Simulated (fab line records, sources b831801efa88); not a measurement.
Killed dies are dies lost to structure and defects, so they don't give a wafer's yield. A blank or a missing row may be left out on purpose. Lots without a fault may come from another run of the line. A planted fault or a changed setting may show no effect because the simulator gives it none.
fab line records | flow gf180mcu
record lots=5 wafers=15 last_day=34
route steps=602 shown M3@413
lots that met no fault: from a run of the same line without faults
start_h: hours from the record's first day to the start of the lot's first wafer shown | wait_h: hours since the lot's step before | " the same as in the row above | L1.1+2: a row that stands for several wafers | - no value, or no start given | * or withheld: withheld | < > ~ a bound
route shown NAME@n: a module of which the file shows steps, and the number in the route of the first | usual: mean/standard deviation of fault-free wafers | same: alike in all rows | chamber/n: place in a boat | sites: the reading at each site | _std_site: their standard deviation | _edge_site: outer sites' mean less inner sites' | radius_mm: how far each site lies from the wafer's centre | mask NAME#n: copy n | behind: the tool/chamber that last shaped the wafer | hold: why the lot was held/for how many hours/how that ended | device: the transistor (n, p or np) that didn't switch | end of line: the same wafers' tests at the end of the route | a step without rows: its recipe alone | killed: dies lost to structure and defects at the first sort, not the wafer's yield | map: a wafer's dies, x killed, . not, _ none there
set.NAME: the setting as run; set.NAME@STEP: as run at that earlier step | model.NAME: the simulator's own value behind a step, which no gauge read
lots at some steps of the route; a table a step, a row a wafer
services: from which hour (start_h, from the record's first day; less than 0 if before it) a tool's chamber was out of use, for how many hours, and why
## steps
# step GF_M3_SPUTTER_04
# recipe material=TiN target_thk_nm=50 power_w=6500 time_s=41.7 chamber_pressure_pa=0.4
# usual throttle_valve_pct=30.4/1.1
# columns lot.wafer tool chamber start_h wait_h throttle_valve_pct
L699.1 pvd_sputter-02 - 505.48 0.0 31.8
L699.3 " - " " 28.9
L699.4 " - " " 29.6
L703.1 pvd_sputter-01 - 543.63 0.0 30.4
L703.3 " - " " 29.3
L703.4 " - " " 28.6
L706.2 pvd_sputter-02 - 580.65 0.0 30.1
L706.3 " - " " 28.9
L706.4 " - " " 32.0
L713.4 pvd_sputter-04 - 621.22 0.0 30.8
L713.5 " - " " 29.8
L713.6 " - " " 32.1
L717.1 pvd_sputter-02 - 645.02 0.0 30.3
L717.4 " - " " 31.9
L717.6 " - " " 30.0
# step GF_M3_RS_MEAS_05
# recipe thk_meas_gauge=four-point-probe reads=TiN_of_M3_SPUTTER_04+Ti_of_M3_SPUTTER_03+AlCu_of_M3_SPUTTER_02+TiN_of_M3_SPUTTER_01+Ti_of_M3_SPUTTER_00
# usual M3_ALCU_RS=0.0695/0.00081
# columns lot.wafer tool chamber start_h wait_h M3_ALCU_RS[ohm/sq]
L699.1 film_metro-01 - 505.52 0.0 0.0698
L699.3 " - " " 0.0696
L699.4 " - " " 0.0702
L703.1 film_metro-02 - 543.67 0.0 0.0693
L703.3 " - " " 0.0696
L703.4 " - " " 0.0692
L706.2 film_metro-03 - 580.71 0.0 0.0707
L706.3 " - " " 0.0699
L706.4 " - " " 0.0699
L713.4 film_metro-03 - 621.32 0.1 0.0694
L713.5 " - " " 0.0698
L713.6 " - " " 0.0697
L717.1 film_metro-01 - 645.06 0.0 0.0702
L717.4 " - " " 0.0707
L717.6 " - " " 0.0699
# step GF_M3_THK_MEAS_06
# recipe thk_meas_gauge=xrf reads=AlCu_of_M3_SPUTTER_02
# usual M3_ALCU_THK=459/5.4
# columns lot.wafer tool chamber start_h wait_h M3_ALCU_THK[nm]
L699.1 film_metro-01 - 505.64 0.1 457
L699.3 " - " " 461
L699.4 " - " " 455
L703.1 film_metro-02 - 543.79 0.1 464
L703.3 " - " " 463
L703.4 " - " " 462
L706.2 film_metro-03 - 580.82 0.1 450
L706.3 " - " " 455
L706.4 " - " " 458
L713.4 film_metro-03 - 621.41 0.1 455
L713.5 " - " " 452
L713.6 " - " " 455
L717.1 film_metro-01 - 645.18 0.1 455
L717.4 " - " " 454
L717.6 " - " " 457
# step GF_M3_DEHYDRATE_07
# recipe temp_c=200 time_s=60
# step GF_M3_HMDS_08
# recipe prime_time_s=60 prime_temp_c=120
# step GF_M3_COAT_09
# recipe resist=KrF spin_rpm=withheld resist_thk_nm=1000
# step GF_M3_SOFTBAKE_10
# recipe temp_c=130 time_s=60 resist=KrF
# step GF_M3_EXPOSE_11
# recipe mask_id=Metal3 target_cd_nm=280 na=0.68 source_shape=conventional sigma_outer=0.6 dose_mj=28
# step GF_M3_PEB_12
# recipe peb_temp_c=135 peb_time_s=90 resist=KrF
# step GF_M3_DEVELOP_13
# recipe develop_time_s=60 dev_temp_c=21
# step GF_M3_CD_MEAS_14
# recipe target_cd_nm=280
# usual cd_nm=279.9/1.4
# columns lot.wafer tool chamber start_h wait_h cd_nm
L699.1 cd_sem-01 - 528.66 0.1 279.4
L699.3 " - " " 277.4
L699.4 " - " " 279.5
L703.1 cd_sem-01 - 565.85 0.1 281.5
L703.3 " - " " 281.0
L703.4 " - " " 281.8
L706.2 cd_sem-02 - 601.68 0.1 279.0
L706.3 " - " " 279.3
L706.4 " - " " 278.5
L713.4 cd_sem-02 - 642.02 0.1 278.6
L713.5 " - " " 278.5
L713.6 " - " " 279.4
L717.1 cd_sem-01 - 664.71 0.1 278.4
L717.4 " - " " 279.3
L717.6 " - " " 278.7
# step GF_M3_OVL_MEAS_15
# usual M3_OVL=-2/5.9
# columns lot.wafer tool chamber start_h wait_h M3_OVL[nm]
L699.1 overlay-01 - 528.78 0.1 0
L699.3 " - " " -2
L699.4 " - " " 0
L703.1 overlay-02 - 565.97 0.1 -5
L703.3 " - " " -6
L703.4 " - " " 0
L706.2 overlay-01 - 601.79 0.1 -16
L706.3 " - " " -16
L706.4 " - " " -11
L713.4 overlay-01 - 642.10 0.1 9
L713.5 " - " " 3
L713.6 " - " " -4
L717.1 overlay-02 - 664.83 0.1 -5
L717.4 " - " " -9
L717.6 " - " " -6
# step GF_M3_METAL_ETCH_16
# recipe chemistry=Cl2/BCl3 mask_material=KrF target_depth_nm=750.8 stop_on=SiO2 pressure_mtorr=8 icp_w=800 bias_w=140 Cl2_flow_sccm=80 bcl3_flow_sccm=40 time_s=125.1
# usual bcl3_flow_sccm=39.99/0.13 drypump_motor_current_A=5.8/0.41 oes_product_au=0.991/0.0053 rf_fwd_power_W=796.9/2.3 throttle_valve_pct=28.230/0.01
# columns lot.wafer tool chamber start_h wait_h bcl3_flow_sccm drypump_motor_current_A oes_product_au rf_fwd_power_W rf_hours_counter_h throttle_valve_pct model.KrF_of_M3_COAT_09.thk_nm
L699.1 rie_metal-03 0 528.82 0.0 40.00 6.1 0.991 790.2 5 28.220 679.3
L699.3 " 0 " " 39.97 6.0 0.991 795.4 - 28.230 679.5
L699.4 " 1 " " 39.89 6.2 0.984 798.9 - 28.241 678.8
L703.1 rie_metal-01 0 566.00 0.0 39.94 6.3 0.990 798.8 14 28.244 681.2
L703.3 " 0 " " 39.79 6.3 0.998 797.5 - 28.227 676.2
L703.4 " 0 " " 39.95 6.3 0.990 799.4 - 28.222 680.2
L706.2 rie_metal-04 0 601.86 0.1 40.22 5.6 0.992 800.0 - 28.239 680.7
L706.3 " 0 " " 40.22 5.7 0.993 796.7 - 28.234 682.1
L706.4 " 0 " " 40.36 5.7 0.993 796.9 - 28.219 679.2
L713.4 rie_metal-04 0 642.16 0.1 40.04 5.6 0.994 796.2 - 28.208 519.5
L713.5 " 0 " " 40.10 5.6 1.000 796.2 - 28.216 516
L713.6 " 1 " " 39.74 5.0 0.986 800.9 - 28.233 682.9
L717.1 rie_metal-03 1 664.87 0.0 40.11 6.2 0.983 797.9 6 28.217 684.8
L717.4 " 1 " " 40.07 6.1 0.986 797.5 - 28.249 687.9
L717.6 " 0 " " 39.98 6.1 0.991 795.6 - 28.243 687.6
# step GF_M3_STRIP_17
# recipe chemistry=O2/N2 power_w=1400 pressure_mtorr=1500 platen_temp_c=250 o2_flow_sccm=3000 n2_flow_sccm=300 overash_fraction=0.5
# usual drypump_motor_current_A=6.1/0.3 heater_power_w=299/21 oes_product_au=0.536/0.005 strip_time_to_endpoint_s=7.37/0.044
# columns lot.wafer tool chamber start_h wait_h drypump_motor_current_A heater_power_w oes_product_au rf_hours_counter_h strip_time_to_endpoint_s
L699.1 plasma_asher-02 0 528.99 0.1 6.2 312 0.532 10 7.35
L699.3 " 1 " " 5.5 311 0.538 - 7.35
L699.4 " 0 " " 6.3 306 0.538 - 7.30
L703.1 plasma_asher-04 0 566.26 0.2 6.0 293 0.541 49 7.37
L703.3 " 1 " " 6.2 262 0.538 - 7.31
L703.4 " 0 " " 6.0 291 0.537 - 7.34
L706.2 plasma_asher-01 0 602.08 0.2 6.5 330 0.547 85 7.34
L706.3 " 0 " " 6.5 329 0.542 - 7.37
L706.4 " 1 " " 6.0 310 0.530 - 7.33
L713.4 plasma_asher-02 1 642.28 0.1 5.5 328 0.475 - 5.73
L713.5 " 1 " " 5.4 326 0.464 - 5.70
L713.6 " 0 " " 6.3 308 0.529 - 7.36
L717.1 plasma_asher-04 1 665.00 0.1 6.1 264 0.537 60 7.38
L717.4 " 0 " " 6.0 290 0.532 - 7.41
L717.6 " 0 " " 5.9 280 0.544 - 7.41
# step GF_M3_STRIP_18
# recipe chemistry=post_etch_residue_remover time_s=1200 temp_c=72.5
## services
# columns tool chamber start_h hours kind
rie_metal-04 1 508.69 5.3 repair
pvd_sputter-02 - 533.09 8.8 repair
pvd_sputter-04 2 533.82 - consumable_replace:kit
pvd_sputter-04 2 533.82 18.0 scheduled_down
pvd_sputter-04 2 533.82 18.0 vent_cycle
pvd_sputter-04 - 544.00 1.8 repair
rie_metal-01 1 560.80 12.4 repair
pvd_sputter-01 - 569.99 1.6 repair
rie_metal-04 1 576.25 1.2 repair
rie_metal-04 1 583.87 - clean
rie_metal-04 1 583.87 23.6 scheduled_down
rie_metal-04 1 583.87 23.6 vent_cycle
pvd_sputter-02 - 595.02 3.5 repair
pvd_sputter-02 - 597.28 2.7 repair
pvd_sputter-04 - 597.29 5.3 repair
plasma_asher-01 - 597.84 2.8 pm
pvd_sputter-04 - 605.57 1.6 repair
pvd_sputter-02 3 620.30 - consumable_replace:kit
pvd_sputter-02 3 620.30 18.0 scheduled_down
pvd_sputter-02 3 620.30 18.0 vent_cycle
rie_metal-01 - 638.40 1.4 repair
plasma_asher-04 - 641.31 2.3 repair
pvd_sputter-04 - 646.82 2.0 repair
plasma_asher-02 - 652.93 2.8 pm
## key
first_sign step=GF_M3_STRIP_17 reading=strip_time_to_endpoint_s direction=down sigmas=38 usual=* struck=*
effect step=GF_M3_STRIP_17 reading=oes_product_au direction=down sigmas=13 usual=0.536 struck=0.470
model_effect step=GF_M3_METAL_ETCH_16 value=KrF_of_M3_COAT_09.thk_nm without=678.2 struck=517.8
met_at GF_M3_METAL_ETCH_16
struck_wafers L713.4,L713.5
onset_between 601.86 642.16
fault kind=process_parameter_drift tool=rie_metal-04 chamber=- onset_h=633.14 steps=GF_M3_METAL_ETCH_16 channel=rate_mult offset=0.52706 shape=step end_h=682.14 scope=struck_wafers_only
